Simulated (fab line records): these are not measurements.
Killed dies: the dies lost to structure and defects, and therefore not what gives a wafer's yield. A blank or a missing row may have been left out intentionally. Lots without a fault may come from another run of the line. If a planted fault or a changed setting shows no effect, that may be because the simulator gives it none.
fab line records | flow gf180mcu
[record] lots = 15 | wafers = 45 | last-day = 34
route steps=602 shown M3@425 V3@444 M4@468
lots that met no fault: taken from a fault-free run of the same line
start-h: hours from the record's first day to the start of the lot's first wafer shown | wait-h: time in hours since the lot's previous step | " repeats the value in the row above | L1.1+2: a single row standing in for several wafers | - value missing, or start not given | * or withheld: withheld | < > ~ a bound
route shown NAME@n: NAME is a module with steps in the file, n the number in the route of the first one | usual: mean and standard deviation over wafers with no fault | same: alike in all rows | chamber/n: place in a boat | sites: each site's reading | _std_site: standard deviation across them | _edge_site: outer sites' mean less inner sites' | radius-mm: for every site, how far away it sits from the centre of the wafer | mask NAME#n: copy n | behind: the most recent tool/chamber to have shaped the wafer | hold: reason for holding the lot/hours on hold/outcome of the hold | device: names the non-switching transistor (n, p or np) | end of line: at the end of the route, the tests of the same wafers | step lacking rows: just its recipe | killed: dies lost to structure and defects at the first sort, not the wafer's yield | map: a wafer's dies, marking killed ones x, the rest . and places with no die _
set.NAME: the setting that was run; set.NAME@STEP: the one run at that earlier step | model.NAME: the simulator's own value behind a step, which no gauge read
one table for each step of the route and one row for each wafer, over a sample of lots
services: from which hour (start-h, from the record's first day; less than 0 if before it) a tool's chamber was out of use, for how many hours, and why
[[steps]]
[step GF_M3_METAL_ETCH_16]
[recipe] chemistry = Cl2/BCl3 | mask-material = KrF | target-depth-nm = 750.8 | stop-on = SiO2 | pressure-mtorr = 8 | icp-w = 800 | bias-w = 140 | Cl2_flow_sccm = 80 | bcl3-flow-sccm = 40 | time-s = 125.1
[usual] drypump-motor-current-A = 5.41/0.29 | oes-product-au = 0.990/0.0071 | rf-fwd-power-W = 796/3.1 | throttle-valve-pct = 28.229/0.011
lot.wafer | tool         | chamber | start-h | wait-h | drypump-motor-current-A | oes-product-au | rf-fwd-power-W | rf-hours-counter-h | throttle-valve-pct
L184.2    | rie-metal-01 | 1       | 499.55  | 0.0    | 5.10                    | 0.987          | 794            | 13                 | 28.237
L184.3    | "            | 0       | "       | "      | 5.70                    | 0.985          | 797            | -                  | 28.224
L184.5    | "            | 1       | "       | "      | 5.09                    | 0.996          | 797            | -                  | 28.229
L185.1    | rie-metal-01 | 0       | 503.16  | 0.0    | 5.69                    | 1.002          | 796            | 12                 | 28.235
L185.5    | "            | 1       | "       | "      | 5.10                    | 0.996          | 797            | -                  | 28.208
L185.6    | "            | 0       | "       | "      | 5.68                    | 0.993          | 800            | -                  | 28.232
L186.1    | rie-metal-04 | 1       | 519.67  | 0.0    | 5.69                    | 1.002          | 796            | 1                  | 28.229
L186.2    | "            | 0       | "       | "      | 5.88                    | 0.993          | 800            | 6                  | 28.209
L186.4    | "            | 1       | "       | "      | 5.70                    | 0.998          | 799            | -                  | 28.222
L188.2    | rie-metal-02 | 1       | 526.65  | 0.1    | 5.11                    | 0.990          | 797            | -                  | 28.217
L188.4    | "            | 1       | "       | "      | 5.10                    | 0.989          | 793            | -                  | 28.217
L188.6    | "            | 1       | "       | "      | 5.11                    | 0.991          | 796            | -                  | 28.227
L191.2    | rie-metal-02 | 1       | 548.86  | 0.1    | 5.11                    | 0.990          | 792            | -                  | 28.227
L191.5    | "            | 1       | "       | "      | 5.10                    | 0.996          | 793            | -                  | 28.226
L191.6    | "            | 1       | "       | "      | 5.11                    | 0.996          | 794            | -                  | 28.213
L190.1    | rie-metal-04 | 1       | 550.41  | 0.0    | 5.73                    | 1.001          | 800            | 2                  | 28.230
L190.3    | "            | 0       | "       | "      | 5.92                    | 0.988          | 797            | -                  | 28.219
L190.4    | "            | 1       | "       | "      | 5.72                    | 0.989          | 798            | -                  | 28.225
L192.2    | rie-metal-01 | 0       | 570.15  | 0.0    | 5.72                    | 0.985          | 794            | 15                 | 28.245
L192.3    | "            | 0       | "       | "      | 5.72                    | 0.994          | 798            | -                  | 28.239
L192.5    | "            | 0       | "       | "      | 5.73                    | 0.988          | 794            | -                  | 28.222
L193.1    | rie-metal-02 | 0       | 570.50  | 0.0    | 5.30                    | 0.982          | 797            | 5                  | 28.213
L193.4    | "            | 0       | "       | "      | 5.29                    | 0.995          | 796            | -                  | 28.239
L193.5    | "            | 0       | "       | "      | 5.30                    | 0.988          | 798            | -                  | 28.222
L197.1    | rie-metal-02 | 1       | 613.47  | 0.0    | 5.11                    | 0.993          | 797            | 1                  | 28.226
L197.4    | "            | 0       | "       | "      | 5.30                    | 0.993          | 797            | -                  | 28.228
L197.6    | "            | 1       | "       | "      | 5.12                    | 0.992          | 796            | -                  | 28.241
L200.1    | rie-metal-02 | 1       | 619.10  | 0.0    | 5.10                    | 0.991          | 788            | 1                  | 28.239
L200.3    | "            | 1       | "       | "      | 5.12                    | 0.991          | 791            | -                  | 28.228
L200.6    | "            | 0       | "       | "      | 5.32                    | 0.995          | 794            | -                  | 28.237
L203.1    | rie-metal-01 | 1       | 639.17  | 0.0    | 5.10                    | 0.978          | 791            | 5                  | 28.238
L203.5    | "            | 1       | "       | "      | 5.08                    | 0.969          | 794            | -                  | 28.242
L203.6    | "            | 0       | "       | "      | 5.68                    | 0.981          | 793            | -                  | 28.241
L204.1    | rie-metal-02 | 0       | 656.82  | 0.0    | 5.30                    | 0.995          | 798            | 9                  | 28.237
L204.3    | "            | 0       | "       | "      | 5.32                    | 0.994          | 799            | -                  | 28.226
L204.6    | "            | 0       | "       | "      | 5.31                    | 0.997          | 802            | -                  | 28.220
L205.3    | rie-metal-02 | 0       | 658.54  | 0.1    | 5.31                    | 0.996          | 800            | -                  | 28.216
L205.4    | "            | 0       | "       | "      | 5.29                    | 0.991          | 798            | -                  | 28.225
L205.6    | "            | 0       | "       | "      | 5.32                    | 0.994          | 798            | -                  | 28.225
L206.4    | rie-metal-04 | 0       | 661.65  | 0.1    | 5.88                    | 0.990          | 798            | -                  | 28.229
L206.5    | "            | 0       | "       | "      | 5.89                    | 0.996          | 798            | -                  | 28.214
L206.6    | "            | 1       | "       | "      | 5.70                    | 0.988          | 794            | -                  | 28.219
L207.1    | rie-metal-02 | 0       | 676.22  | 0.0    | 5.30                    | 0.997          | 796            | 11                 | 28.219
L207.4    | "            | 0       | "       | "      | 5.29                    | 0.991          | 796            | -                  | 28.220
L207.5    | "            | 0       | "       | "      | 5.30                    | 0.994          | 801            | -                  | 28.232
[step GF_V3_OVL_MEAS_15]
[usual] V3_OVL = 3/4.8
lot.wafer | tool       | chamber | start-h | wait-h | V3_OVL[nm]
L184.2    | overlay-02 | -       | 523.87  | 0.1    | 3
L184.3    | "          | -       | "       | "      | 8
L184.5    | "          | -       | "       | "      | 11
L185.1    | overlay-01 | -       | 527.74  | 0.1    | 1
L185.5    | "          | -       | "       | "      | -1
L185.6    | "          | -       | "       | "      | -1
L186.1    | overlay-02 | -       | 543.57  | 0.1    | -4
L186.2    | "          | -       | "       | "      | -3
L186.4    | "          | -       | "       | "      | -3
L188.2    | overlay-02 | -       | 550.88  | 0.1    | 8
L188.4    | "          | -       | "       | "      | 9
L188.6    | "          | -       | "       | "      | 1
L191.2    | overlay-01 | -       | 572.29  | 0.1    | -4
L191.5    | "          | -       | "       | "      | 2
L191.6    | "          | -       | "       | "      | -3
L190.1    | overlay-02 | -       | 572.67  | 0.1    | 9
L190.3    | "          | -       | "       | "      | 3
L190.4    | "          | -       | "       | "      | 6
L192.2    | overlay-01 | -       | 592.73  | 0.1    | 8
L192.3    | "          | -       | "       | "      | 8
L192.5    | "          | -       | "       | "      | 11
L193.1    | overlay-02 | -       | 592.84  | 0.1    | 11
L193.4    | "          | -       | "       | "      | -1
L193.5    | "          | -       | "       | "      | 8
L197.1    | overlay-01 | -       | 636.37  | 0.1    | 3
L197.4    | "          | -       | "       | "      | 0
L197.6    | "          | -       | "       | "      | 5
L200.1    | overlay-02 | -       | 640.87  | 0.1    | -4
L200.3    | "          | -       | "       | "      | 1
L200.6    | "          | -       | "       | "      | -3
L203.1    | overlay-01 | -       | 660.67  | 0.1    | -2
L203.5    | "          | -       | "       | "      | -3
L203.6    | "          | -       | "       | "      | -2
L204.1    | overlay-01 | -       | 677.27  | 0.1    | 2
L204.3    | "          | -       | "       | "      | 3
L204.6    | "          | -       | "       | "      | 12
L205.3    | overlay-02 | -       | 679.43  | 0.1    | 8
L205.4    | "          | -       | "       | "      | -3
L205.6    | "          | -       | "       | "      | 3
L206.4    | overlay-01 | -       | 682.74  | 0.1    | -5
L206.5    | "          | -       | "       | "      | -3
L206.6    | "          | -       | "       | "      | -4
L207.1    | overlay-02 | -       | 696.42  | 0.1    | 9
L207.4    | "          | -       | "       | "      | 1
L207.5    | "          | -       | "       | "      | 0
[step GF_V3_SPUTTER_22]
[recipe] material = TiN | target-thk-nm = 10 | chamber-pressure-pa = 5 | power-w = 4000 | time-s = 40
[usual] throttle-valve-pct = 30.3/1.2
lot.wafer | tool           | chamber | start-h | wait-h | throttle-valve-pct
L184.2    | pvd-sputter-03 | -       | 524.64  | 0.0    | 32.2
L184.3    | "              | -       | "       | "      | 30.0
L184.5    | "              | -       | "       | "      | 29.6
L185.1    | pvd-sputter-03 | -       | 528.53  | 0.0    | 29.5
L185.5    | "              | -       | "       | "      | 29.7
L185.6    | "              | -       | "       | "      | 28.8
L186.1    | pvd-sputter-04 | -       | 544.33  | 0.0    | 31.6
L186.2    | "              | -       | "       | "      | 28.9
L186.4    | "              | -       | "       | "      | 31.8
L188.2    | pvd-sputter-03 | -       | 551.74  | 0.0    | 29.6
L188.4    | "              | -       | "       | "      | 29.1
L188.6    | "              | -       | "       | "      | 29.1
L191.2    | pvd-sputter-04 | -       | 573.08  | 0.0    | 29.0
L191.5    | "              | -       | "       | "      | 31.6
L191.6    | "              | -       | "       | "      | 31.4
L190.1    | pvd-sputter-03 | -       | 573.43  | 0.0    | 30.3
L190.3    | "              | -       | "       | "      | 29.5
L190.4    | "              | -       | "       | "      | 32.4
L192.2    | pvd-sputter-02 | -       | 593.48  | 0.0    | 28.7
L192.3    | "              | -       | "       | "      | 31.7
L192.5    | "              | -       | "       | "      | 29.6
L193.1    | pvd-sputter-03 | -       | 593.70  | 0.0    | 29.4
L193.4    | "              | -       | "       | "      | 32.3
L193.5    | "              | -       | "       | "      | 30.3
L197.1    | pvd-sputter-03 | -       | 637.13  | 0.0    | 29.0
L197.4    | "              | -       | "       | "      | 29.6
L197.6    | "              | -       | "       | "      | 29.1
L200.1    | pvd-sputter-04 | -       | 641.69  | 0.0    | 31.2
L200.3    | "              | -       | "       | "      | 30.3
L200.6    | "              | -       | "       | "      | 31.5
L203.1    | pvd-sputter-04 | -       | 661.52  | 0.0    | 31.3
L203.5    | "              | -       | "       | "      | 29.0
L203.6    | "              | -       | "       | "      | 31.4
L204.1    | pvd-sputter-03 | -       | 678.09  | 0.0    | 30.5
L204.3    | "              | -       | "       | "      | 32.4
L204.6    | "              | -       | "       | "      | 29.5
L205.3    | pvd-sputter-03 | -       | 680.19  | 0.0    | 32.1
L205.4    | "              | -       | "       | "      | 30.1
L205.6    | "              | -       | "       | "      | 29.6
L206.4    | pvd-sputter-03 | -       | 683.74  | 0.0    | 30.3
L206.5    | "              | -       | "       | "      | 29.4
L206.6    | "              | -       | "       | "      | 32.4
L207.1    | pvd-sputter-04 | -       | 697.17  | 0.0    | 30.3
L207.4    | "              | -       | "       | "      | 31.4
L207.5    | "              | -       | "       | "      | 31.3
[step GF_M4_PEB_12]
[recipe] peb-temp-c = 135 | peb-time-s = 90 | resist = KrF
[usual] chill-plate-temp-C = 22.98/0.1 | exhaust-pa = 44.9/1 | peb-time-s = 90/0 | resist-line-temp-C = 23.01/0.13
lot.wafer | tool           | chamber | start-h | wait-h | chill-plate-temp-C | exhaust-pa | peb-time-s | resist-line-temp-C
L184.2    | litho-track-01 | 0       | 548.08  | -      | 22.95              | 46.6       | 90         | 23.01
L184.3    | "              | 0       | "       | "      | 22.86              | 45.7       | 90         | 23.05
L184.5    | "              | 0       | "       | "      | 22.74              | 45.6       | 90         | 23.06
L185.1    | litho-track-01 | 0       | 551.35  | -      | 23.27              | 44.8       | 90         | 22.84
L185.5    | "              | 0       | "       | "      | 23.09              | 45.1       | 90         | 23.04
L185.6    | "              | 0       | "       | "      | 23.19              | 45.1       | 90         | 22.86
L186.1    | litho-track-02 | 0       | 566.50  | -      | 23.15              | 44.6       | 90         | 22.92
L186.2    | "              | 0       | "       | "      | 23.04              | 43.3       | 90         | 23.12
L186.4    | "              | 0       | "       | "      | 23.13              | 44.0       | 90         | 22.89
L188.2    | litho-track-01 | 0       | 574.53  | -      | 22.97              | 44.8       | 90         | 23.26
L188.4    | "              | 0       | "       | "      | 23.01              | 46.8       | 90         | 23.23
L188.6    | "              | 0       | "       | "      | 22.96              | 44.6       | 90         | 23.18
L191.2    | litho-track-02 | -       | 595.03  | -      | -                  | -          | -          | -
L191.5    | "              | -       | "       | "      | -                  | -          | -          | -
L191.6    | "              | -       | "       | "      | -                  | -          | -          | -
L190.1    | litho-track-04 | -       | 595.60  | -      | -                  | -          | -          | -
L190.3    | "              | -       | "       | "      | -                  | -          | -          | -
L190.4    | "              | -       | "       | "      | -                  | -          | -          | -
L192.2    | litho-track-01 | -       | 614.78  | -      | -                  | -          | -          | -
L192.3    | "              | -       | "       | "      | -                  | -          | -          | -
L192.5    | "              | -       | "       | "      | -                  | -          | -          | -
L193.1    | litho-track-02 | 0       | 615.60  | -      | 22.89              | 45.5       | 90         | 23.19
L193.4    | "              | 0       | "       | "      | 23.14              | 44.7       | 90         | 23.10
L193.5    | "              | 0       | "       | "      | 23.13              | 47.1       | 90         | 23.27
L197.1    | litho-track-01 | 0       | 657.45  | -      | 22.99              | 45.6       | 90         | 23.05
L197.4    | "              | 0       | "       | "      | 23.02              | 45.0       | 90         | 22.80
L197.6    | "              | 0       | "       | "      | 23.05              | 44.9       | 90         | 22.84
L200.1    | litho-track-04 | 0       | 662.05  | -      | 22.82              | 45.5       | 90         | 23.04
L200.3    | "              | 0       | "       | "      | 22.85              | 45.3       | 90         | 22.94
L200.6    | "              | 0       | "       | "      | 23.04              | 44.8       | 90         | 22.99
L203.1    | litho-track-02 | 0       | 680.85  | -      | 22.99              | 45.5       | 90         | 23.05
L203.5    | "              | 0       | "       | "      | 23.04              | 44.0       | 90         | 23.02
L203.6    | "              | 0       | "       | "      | 23.03              | 43.9       | 90         | 22.95
L204.1    | litho-track-01 | 0       | 697.85  | -      | 22.82              | 43.9       | 90         | 23.08
L204.3    | "              | 0       | "       | "      | 22.97              | 46.0       | 90         | 23.01
L204.6    | "              | 0       | "       | "      | 22.92              | 45.8       | 90         | 22.93
L205.3    | litho-track-04 | 0       | 699.77  | -      | 22.88              | 45.3       | 90         | 23.07
L205.4    | "              | 0       | "       | "      | 22.91              | 44.9       | 90         | 23.08
L205.6    | "              | 0       | "       | "      | 23.01              | 44.4       | 90         | 23.17
L206.4    | litho-track-01 | 0       | 703.10  | -      | 22.83              | 43.3       | 90         | 23.05
L206.5    | "              | 0       | "       | "      | 22.89              | 44.1       | 90         | 23.24
L206.6    | "              | 0       | "       | "      | 22.77              | 45.8       | 90         | 23.15
L207.1    | litho-track-02 | 0       | 715.80  | -      | 22.98              | 46.4       | 90         | 22.91
L207.4    | "              | 0       | "       | "      | 22.86              | 45.6       | 90         | 23.16
L207.5    | "              | 0       | "       | "      | 22.93              | 46.5       | 90         | 23.02
[[services]]
tool           | chamber | start-h | hours | kind
rie-metal-02   | 1       | 494.70  | 13.9  | repair
rie-metal-04   | 1       | 501.71  | 5.8   | repair
rie-metal-01   | 1       | 517.12  | -     | clean
rie-metal-01   | 1       | 517.12  | 28.0  | scheduled-down
rie-metal-01   | 1       | 517.12  | 28.0  | vent-cycle
pvd-sputter-03 | -       | 530.64  | 20.8  | repair
pvd-sputter-03 | -       | 530.92  | 2.7   | repair
pvd-sputter-02 | -       | 557.69  | 23.7  | repair
rie-metal-02   | 1       | 561.13  | -     | clean
rie-metal-02   | 1       | 561.13  | 21.8  | scheduled-down
rie-metal-02   | 1       | 561.13  | 21.8  | vent-cycle
pvd-sputter-02 | -       | 566.37  | 4.5   | repair
rie-metal-02   | 0       | 571.00  | 6.3   | repair
rie-metal-01   | 0       | 589.88  | -     | clean
rie-metal-01   | 0       | 589.88  | 35.0  | scheduled-down
rie-metal-01   | -       | 590.88  | 0.7   | repair
rie-metal-02   | 1       | 625.75  | 69.1  | repair
pvd-sputter-04 | -       | 627.04  | 2.2   | repair
pvd-sputter-03 | -       | 630.62  | 3.0   | repair
pvd-sputter-03 | -       | 642.31  | 2.1   | repair
pvd-sputter-04 | -       | 664.72  | 3.1   | repair
pvd-sputter-04 | -       | 666.53  | 2.4   | repair
rie-metal-02   | -       | 707.43  | 1.4   | pm
litho-track-02 | -       | 714.44  | -     | consumable-replace:filter
[[key]]
[first-sign] step = GF_M4_PEB_12 | reading = tool-record | direction = missing
effect none on later readings
met-at GF_M4_PEB_12
struck-lots L190,L191,L192
later-rows-left-out L190.1,L190.3,L190.4,L191.2,L191.5,L191.6,L192.2,L192.3,L192.5
sort-left-out L190.1,L190.3,L190.4,L191.2,L191.5,L191.6,L192.2,L192.3,L192.5
not-acting-at GF_M3_METAL_ETCH_16,GF_V3_OVL_MEAS_15,GF_V3_SPUTTER_22
onset-between 574.53 595.03
[fault] kind = skipped-step-whole | tool = litho-track-01,litho-track-02,litho-track-04 | chamber = - | onset-h = 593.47 | steps = GF_M4_PEB_12 | scope = struck-lots-only
// sort-left-out: the simulated sort isn't trusted on such a fault, so these wafers' sort isn't shown, and their yield isn't known
// later-rows-left-out: the simulator's readings of these wafers behind a module that went badly wrong aren't trusted and aren't shown, but for the sort
